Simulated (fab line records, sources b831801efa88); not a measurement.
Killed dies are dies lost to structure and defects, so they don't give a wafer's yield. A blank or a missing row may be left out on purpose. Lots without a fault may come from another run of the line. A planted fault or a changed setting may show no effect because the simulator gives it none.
fab line records | flow sky130
record lots=13 wafers=39 last_day=50
route steps=708 shown NWELL@63 VT_ADJUST_NCORE@129 GATE_OXIDE@188 LDD_LDN@302
lots that met no fault: from a run of the same line without faults
start_h: hours from the record's first day to the start of the lot's first wafer shown | wait_h: hours since the lot's step before | " the same as in the row above | L1.1+2: a row that stands for several wafers | - no value, or no start given | * or withheld: withheld | < > ~ a bound
route shown NAME@n: a module of which the file shows steps, and the number in the route of the first | usual: mean/standard deviation of fault-free wafers | same: alike in all rows | chamber/n: place in a boat | sites: the reading at each site | _std_site: their standard deviation | _edge_site: outer sites' mean less inner sites' | radius_mm: how far each site lies from the wafer's centre | mask NAME#n: copy n | behind: the tool/chamber that last shaped the wafer | hold: why the lot was held/for how many hours/how that ended | device: the transistor (n, p or np) that didn't switch | end of line: the same wafers' tests at the end of the route | a step without rows: its recipe alone | killed: dies lost to structure and defects at the first sort, not the wafer's yield | map: a wafer's dies, x killed, . not, _ none there
set.NAME: the setting as run; set.NAME@STEP: as run at that earlier step | model.NAME: the simulator's own value behind a step, which no gauge read
steps of the route over a sample of lots; a table a step, a row a wafer
services: from which hour (start_h, from the record's first day; less than 0 if before it) a tool's chamber was out of use, for how many hours, and why
## steps
# step SKY_NWELL_OVL_MEAS_10
# usual NWELL_00_OVL=0.0/1.4
# columns lot.wafer tool chamber start_h wait_h NWELL_00_OVL[nm]
L477.3 overlay-01 - 88.56 - -0.8
L477.5 " - " " -0.6
L477.6 " - " " -0.2
L478.2 overlay-02 - 91.18 - 1.6
L478.3 " - " " 2.0
L478.4 " - " " 1.2
L479.2 overlay-02 - 93.95 - -0.5
L479.3 " - " " -0.6
L479.6 " - " " -0.5
L480.1 overlay-02 - 101.24 - 1.0
L480.4 " - " " 0.5
L480.6 " - " " -1.3
L482.1 overlay-01 - 113.97 - -1.2
L482.3 " - " " 0.8
L482.6 " - " " -0.9
L484.1 overlay-01 - 125.34 - 0.3
L484.4 " - " " 0.0
L484.5 " - " " -1.3
L485.2 overlay-01 - 130.58 - -2.4
L485.3 " - " " -3.2
L485.6 " - " " -1.6
L486.1 overlay-01 - 138.19 - 1.7
L486.5 " - " " 0.7
L486.6 " - " " -0.5
L488.1 overlay-01 - 148.19 - -1.2
L488.2 " - " " -1.1
L488.3 " - " " -0.3
L489.1 overlay-01 - 156.39 - 0.2
L489.2 " - " " 2.7
L489.6 " - " " 1.3
L494.4 overlay-01 - 190.85 - 2.6
L494.5 " - " " 2.1
L494.6 " - " " 2.5
L495.3 overlay-02 - 191.08 - -1.0
L495.4 " - " " -1.3
L495.5 " - " " -1.0
L499.3 overlay-01 - 214.46 - -0.6
L499.4 " - " " -1.1
L499.5 " - " " -0.5
# step SKY_VT_ADJUST_NCORE_STRIP_10
# recipe chemistry=O2/N2 power_w=1400 pressure_mtorr=1500 platen_temp_c=withheld o2_flow_sccm=3000 n2_flow_sccm=300 overash_fraction=0.5
# usual drypump_motor_current_A=5.7/0.5 oes_product_au=0.715/0.0044 strip_time_to_endpoint_s=13.92/0.042
# columns lot.wafer tool chamber start_h wait_h drypump_motor_current_A oes_product_au rf_hours_counter_h strip_time_to_endpoint_s
L477.3 plasma_asher-04 1 186.43 0.1 5.4 0.718 - 13.93
L477.5 " 0 " " 5.0 0.718 - 13.88
L477.6 " 1 " " 5.4 0.713 - 13.88
L478.2 plasma_asher-03 1 189.24 0.1 6.5 0.710 48 13.91
L478.3 " 1 " " 6.5 0.715 - 13.94
L478.4 " 0 " " 6.1 0.710 - 13.93
L479.2 plasma_asher-03 1 192.39 0.1 6.4 0.705 48 13.87
L479.3 " 1 " " 6.4 0.718 - 13.91
L479.6 " 0 " " 6.1 0.711 - 13.92
L480.1 plasma_asher-02 0 200.50 0.1 5.5 0.717 53 13.92
L480.4 " 0 " " 5.5 0.719 - 13.88
L480.6 " 0 " " 5.6 0.717 - 13.89
L482.1 plasma_asher-04 0 216.99 0.1 5.0 0.722 42 13.93
L482.3 " 1 " " 5.5 0.720 - 13.91
L482.6 " 1 " " 5.4 0.720 - 13.94
L484.1 plasma_asher-04 0 231.69 0.1 5.0 0.708 43 13.93
L484.4 " 1 " " 5.4 0.716 - 13.94
L484.5 " 1 " " 5.4 0.714 - 13.91
L485.2 plasma_asher-04 0 237.40 0.1 5.0 0.713 44 14.03
L485.3 " 0 " " 5.0 0.725 - 14.01
L485.6 " 0 " " 5.0 0.717 - 13.95
L486.1 plasma_asher-04 1 245.99 0.1 5.4 0.717 45 13.93
L486.5 " 1 " " 5.4 0.719 - 13.95
L486.6 " 0 " " 5.0 0.719 - 13.92
L488.1 plasma_asher-04 0 257.80 0.1 5.0 0.708 46 13.88
L488.2 " 1 " " 5.4 0.716 46 13.92
L488.3 " 1 " " 5.4 0.715 - 13.91
L489.1 plasma_asher-03 0 268.90 0.1 6.1 0.722 55 13.90
L489.2 " 1 " " 6.5 0.716 55 13.91
L489.6 " 1 " " 6.5 0.713 - 13.90
L495.3 plasma_asher-02 0 308.43 0.1 5.5 0.705 - 14.01
L495.4 " 1 " " 5.6 0.718 - 14.00
L495.5 " 1 " " 5.5 0.716 - 13.99
L494.4 plasma_asher-04 1 313.38 0.1 5.5 0.715 - 13.90
L494.5 " 0 " " 5.0 0.712 - 14.00
L494.6 " 1 " " 5.4 0.723 - 13.94
L499.3 plasma_asher-03 1 338.33 0.1 6.4 0.708 - 13.81
L499.4 " 0 " " 6.1 0.710 - 13.90
L499.5 " 0 " " 6.1 0.712 - 13.86
# step SKY_GATE_OXIDE_OXIDATION_01
# recipe temp_c=900 ambient=O2 stabilise_s=600 purge_s=300 target_thk_a=102.68 ox_time_s=1473
# columns lot.wafer tool chamber start_h wait_h
L477.3+5+6 furnace-02 0 283.88 1.6
L478.2+3+4 furnace-02 0 286.46 0.4
L479.2+3+6 furnace-01 0 295.76 0.6
L480.1+4+6 furnace-02 0 303.41 0.0
L482.1+3+6 furnace-02 0 320.99 0.6
L484.1+4+5 furnace-01 0 334.80 0.5
L485.2+3+6 furnace-01 0 344.29 1.1
L486.1+5+6 furnace-02 0 355.89 0.7
L488.1+2+3 furnace-02 0 368.56 1.7
L489.1+2+6 furnace-01 0 379.57 0.3
L495.3+4+5 furnace-02 0 430.32 4.2
L494.4+5+6 furnace-02 0 435.66 1.4
L499.3+4+5 furnace-01 0 461.77 0.6
# step SKY_GATE_OXIDE_THK_MEAS_02
# recipe reads=SiO2_of_GATE_OXIDE_OXIDATION_01
# usual GATE_OXIDE_OXIDATION_00_THK=10.26/0.21
# columns lot.wafer tool chamber start_h wait_h GATE_OXIDE_OXIDATION_00_THK[nm]
L477.3 film_metro-03 - 285.31 0.0 10.12
L477.5 " - " " 10.23
L477.6 " - " " 10.26
L478.2 film_metro-03 - 287.88 0.0 10.38
L478.3 " - " " 10.36
L478.4 " - " " 10.24
L479.2 film_metro-02 - 297.18 0.0 10.30
L479.3 " - " " 10.17
L479.6 " - " " 10.20
L480.1 film_metro-04 - 304.82 0.0 10.73
L480.4 " - " " 10.64
L480.6 " - " " 10.66
L482.1 film_metro-03 - 322.40 0.0 10.37
L482.3 " - " " 10.14
L482.6 " - " " 10.17
L484.1 film_metro-03 - 336.21 0.0 10.23
L484.4 " - " " 10.24
L484.5 " - " " 10.13
L485.2 film_metro-03 - 345.71 0.0 10.17
L485.3 " - " " 10.12
L485.6 " - " " 10.23
L486.1 film_metro-04 - 357.30 0.0 10.07
L486.5 " - " " 10.11
L486.6 " - " " 10.01
L488.1 film_metro-02 - 369.97 0.0 10.34
L488.2 " - " " 10.27
L488.3 " - " " 10.32
L489.1 film_metro-04 - 380.98 0.0 10.12
L489.2 " - " " 10.09
L489.6 " - " " 10.22
L495.3 film_metro-04 - 431.75 0.0 9.22
L495.4 " - " " 9.53
L495.5 " - " " 9.33
L494.4 film_metro-03 - 437.10 0.0 9.03
L494.5 " - " " 9.25
L494.6 " - " " 9.11
L499.3 film_metro-02 - 463.20 0.0 10.95
L499.4 " - " " 10.91
L499.5 " - " " 10.99
# step SKY_LDD_LDN_TW_MEAS_13
# usual LDD_LDN_TW=1482/9.3
# columns lot.wafer tool chamber start_h wait_h LDD_LDN_TW
L477.3 film_metro-03 - 525.44 0.1 1470
L477.5 " - " " 1471
L477.6 " - " " 1467
L478.2 film_metro-04 - 529.44 0.1 1490
L478.3 " - " " 1492
L478.4 " - " " 1490
L479.2 film_metro-03 - 538.69 0.1 1482
L479.3 " - " " 1474
L479.6 " - " " 1477
L480.1 film_metro-03 - 547.03 0.1 1472
L480.4 " - " " 1473
L480.6 " - " " 1479
L482.1 film_metro-04 - 568.47 0.1 1473
L482.3 " - " " 1477
L482.6 " - " " 1476
L484.1 film_metro-03 - 586.58 0.1 1478
L484.4 " - " " 1468
L484.5 " - " " 1475
L485.2 film_metro-04 - 593.03 0.1 1491
L485.3 " - " " 1493
L485.6 " - " " 1487
L486.1 film_metro-03 - 608.03 0.1 1487
L486.5 " - " " 1481
L486.6 " - " " 1489
L488.1 film_metro-01 - 621.57 0.1 1499
L488.2 " - " " 1493
L488.3 " - " " 1499
L489.1 film_metro-03 - 632.88 0.1 1469
L489.2 " - " " 1484
L489.6 " - " " 1474
L495.3 film_metro-01 - 680.89 0.1 1491
L495.4 " - " " 1495
L495.5 " - " " 1496
L494.4 film_metro-01 - 684.71 0.1 1496
L494.5 " - " " 1487
L494.6 " - " " 1488
L499.3 film_metro-04 - 709.04 0.1 1474
L499.4 " - " " 1472
L499.5 " - " " 1484
## services
# columns tool chamber start_h hours kind
plasma_asher-02 - 166.44 1.6 repair
plasma_asher-04 - 193.66 5.1 repair
plasma_asher-03 - 214.73 5.4 repair
furnace-01 - 226.73 4.2 pm
furnace-02 - 253.11 3.2 pm
furnace-01 - 264.61 3.6 pm
plasma_asher-04 - 285.30 14.6 pm
plasma_asher-02 - 311.08 0.5 repair
furnace-01 - 394.87 3.9 pm
furnace-02 - 421.16 4.0 pm
plasma_asher-02 - 421.28 9.0 pm
plasma_asher-02 0 421.28 9.0 vent_cycle
plasma_asher-02 1 421.28 9.0 vent_cycle
furnace-02 - 426.62 3.7 pm
plasma_asher-02 0 430.28 - clean
plasma_asher-02 1 430.28 - clean
plasma_asher-02 - 438.27 1.1 repair
plasma_asher-02 - 449.94 0.5 repair
plasma_asher-03 - 460.92 0.6 repair
## key
first_sign step=SKY_GATE_OXIDE_THK_MEAS_02 reading=GATE_OXIDE_OXIDATION_00_THK direction=down sigmas=4.9 usual=10.26 struck=9.24
effect none on later readings
met_at SKY_GATE_OXIDE_OXIDATION_01
struck_lots L494,L495
tester_left_out L494,L495
not_acting_at SKY_NWELL_OVL_MEAS_10,SKY_VT_ADJUST_NCORE_STRIP_10,SKY_LDD_LDN_TW_MEAS_13
onset_between 368.56 430.32
fault kind=process_parameter_drift tool=furnace-02 chamber=- onset_h=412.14 steps=SKY_GATE_OXIDE_OXIDATION_01 channel=ox_time_s offset=* shape=step end_h=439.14 acts_in=* stated=*
# tester_left_out: of these lots the tester's yield and bins aren't shown, on N5 and GAA mostly nor the transistor test; their killed dies are dies lost to structure and defects alone, not to doping, threshold or leakage, so they don't give the yield
